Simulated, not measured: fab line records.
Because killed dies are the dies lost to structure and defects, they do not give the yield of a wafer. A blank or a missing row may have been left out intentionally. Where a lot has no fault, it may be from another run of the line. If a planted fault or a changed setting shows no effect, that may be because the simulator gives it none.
Matching of chambers + flow sky130 + SKY_POLY_GATE_ETCH_15 on rieDiel-03 has 4 sister chambers
The step etches BARC in N2/H2, stops on SiO2, time 118.5 s, target depth 110 nm. 14 wafers are shown with their chamber, then 7 later ones without.

## WAFERS PAIRED WITH THEIR CHAMBERS
| wafer  | chamber | drypumpMotorCurrentA (A) | chamberPressureMTorr (mTorr) | oesProductAu (a.u.) |
|--------|---------|--------------------------|------------------------------|---------------------|
| L466.2 | 3       | 5.2                      | 29.979                       | 0.716               |
| L466.3 | 2       | 6.7                      | 30.029                       | 0.712               |
| L466.6 | 0       | 5.3                      | 30.045                       | 0.713               |
| L467.1 | 2       | 6.7                      | 30.006                       | 0.715               |
| L467.2 | 1       | 6.6                      | 30.024                       | 0.714               |
| L467.6 | 3       | 5.2                      | 29.998                       | 0.712               |
| L470.4 | 3       | 5.2                      | 29.988                       | 0.718               |
| L470.5 | 2       | 6.7                      | 29.994                       | 0.712               |
| L470.6 | 0       | 5.3                      | 29.988                       | 0.718               |
| L479.2 | 2       | 6.7                      | 30.009                       | 0.711               |
| L479.3 | 1       | 6.6                      | 30.050                       | 0.723               |
| L479.4 | 0       | 5.2                      | 30.017                       | 0.719               |
| L482.1 | 3       | 5.2                      | 29.996                       | 0.715               |
| L482.2 | 0       | 5.3                      | 30.024                       | 0.712               |

SIGNATURES (means of the wafers above)
| reading              | chamber 0 | chamber 1 | chamber 2 | chamber 3 | scatter within a chamber |
|----------------------|-----------|-----------|-----------|-----------|--------------------------|
| drypumpMotorCurrentA | 5.275     | 6.600     | 6.700     | 5.200     | 0.0274                   |
| chamberPressureMTorr | 30.01850  | 30.03700  | 30.00950  | 29.99025  | 0.0169                   |
| oesProductAu         | 0.71550   | 0.71850   | 0.71250   | 0.71525   | 0.00324                  |
Rule: for a wafer and a chamber, the distance is found by dividing, reading by reading, the gap between the wafer's reading and the chamber's mean by the reading's scatter, squaring, summing and taking the root. The wafer belongs to the nearest chamber; if the next one is less than 2 further off, it can't be placed. The scatter is the square root of a quotient: the sum, over the shown wafers, of each reading's squared deviation from its chamber's mean, divided by wafers minus chambers.

## WAFERS WITHOUT THEIR CHAMBER
| wafer  | drypumpMotorCurrentA (A) | chamberPressureMTorr (mTorr) | oesProductAu (a.u.) |
|--------|--------------------------|------------------------------|---------------------|
| L482.6 | 5.2                      | 29.993                       | 0.718               |
| L487.1 | 6.7                      | 30.012                       | 0.707               |
| L487.2 | 5.3                      | 29.978                       | 0.712               |
| L487.5 | 6.6                      | 29.991                       | 0.717               |
| L489.2 | 6.7                      | 30.032                       | 0.721               |
| L489.3 | 5.3                      | 30.030                       | 0.725               |
| L489.5 | 5.2                      | 29.978                       | 0.711               |

## CHAMBER TAKEN BY EACH
| wafer  | from the rows above     | in truth |
|--------|-------------------------|----------|
| L482.6 | 3                       | 3        |
| L487.1 | 2                       | 2        |
| L487.2 | can't be placed: 0 or 3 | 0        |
| L487.5 | can't be placed: 1 or 2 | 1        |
| L489.2 | can't be placed: 2 or 1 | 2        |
| L489.3 | 0                       | 0        |
| L489.5 | 3                       | 3        |
Placed correctly: 4 of 7. Not placeable from these rows: 3 (in 3, the candidates include the true chamber). Placed wrongly: 0.
